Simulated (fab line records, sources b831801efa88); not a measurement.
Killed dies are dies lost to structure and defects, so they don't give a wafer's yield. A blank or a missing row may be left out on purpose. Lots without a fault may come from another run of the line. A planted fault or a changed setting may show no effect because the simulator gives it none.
One fault seen from 2 desks | flow gf180mcu | each desk has only its own numbers; what lay behind them comes last

THE TOOL OWNER'S DESK: implanter-03
The tool's own readings at GF_NSD_IMPLANT_10: means of the sampled wafers that have a number, for each lot that ran on this tool. A lot is out of limits, marked OUT, if its mean lies more than 4 standard deviations from the usual mean; the brackets give that distance.
Columns: A = beam_energy_keV at GF_NSD_IMPLANT_10, usual 40.000; B = beam_on_s at GF_NSD_IMPLANT_10, usual 9.99 s; C = dose_ions_cm2 at GF_NSD_IMPLANT_10, usual 5.001e+14
lot  | first seen here | A                        | B     | C
L984 | day 16 03:44    | 39.996                   | 10.04 | 4.995e+14
L987 | day 17 03:54    | 40.006                   | 10.04 | 4.998e+14
L989 | day 17 20:31    | 35.325 (-99 or more) OUT | 9.86  | 5.002e+14
L992 | day 19 04:29    | 35.333 (-99 or more) OUT | 9.86  | 4.998e+14
This desk's finding: out of limits on L989, L992; first on L989, day 17 20:31 (beam_energy_keV at GF_NSD_IMPLANT_10). In limits: L984, L987.

THE METROLOGY DESK
What the gauges read, lot by lot, whatever tool the lot ran on: means of the sampled wafers that have a number. A lot is out of limits, marked OUT, if its mean lies more than 4 standard deviations from the usual mean; the brackets give that distance.
Columns: A = HV_LDD_CVD_54_THK at GF_HV_LDD_THK_MEAS_55, usual 10.00 nm; B = NSD_RS at GF_PSD_RS_MEAS_14, usual 46.58 ohm/sq
lot  | first seen here | A     | B
L979 | day 13 11:35    | 9.85  | 46.65
L982 | day 14 09:23    | 9.96  | 46.70
L983 | day 14 18:34    | 10.11 | 46.73
L984 | day 15 04:22    | 9.95  | 46.38
L985 | day 15 17:39    | 9.95  | 46.54
L987 | day 16 03:52    | 10.03 | 46.62
L989 | day 16 19:19    | 10.21 | 47.29 (+7.1) OUT
L990 | day 17 07:11    | 9.92  | 46.58
L992 | day 18 02:31    | 10.00 | 47.27 (+6.9) OUT
L998 | day 20 00:02    | 10.10 | 46.54
L999 | day 20 03:19    | 10.08 | 46.64
This desk's finding: out of limits on L989, L992; first on L989, day 18 19:49 (NSD_RS at GF_PSD_RS_MEAS_14). In limits: L979, L982, L983, L984, L985, L987, L990, L998, L999.

PUT TOGETHER
The tool owner's desk could have raised an alarm at day 17 20:31, on L989, L992.
The metrology desk could have raised an alarm at day 18 19:49, on L989, L992.
Of the lots named, all ran GF_NSD_IMPLANT_10 on implanter-03.

WHAT THE SIMULATOR HAD PUT IN
Process parameter drift: implanter-03, from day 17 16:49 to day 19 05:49, at GF_NSD_IMPLANT_10. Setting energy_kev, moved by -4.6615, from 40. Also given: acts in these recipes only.
Lots struck among those shown: L989, L992.
Hours from the fault's start to each desk's first reading out of limits: the tool owner's desk, 4; the metrology desk, 27.
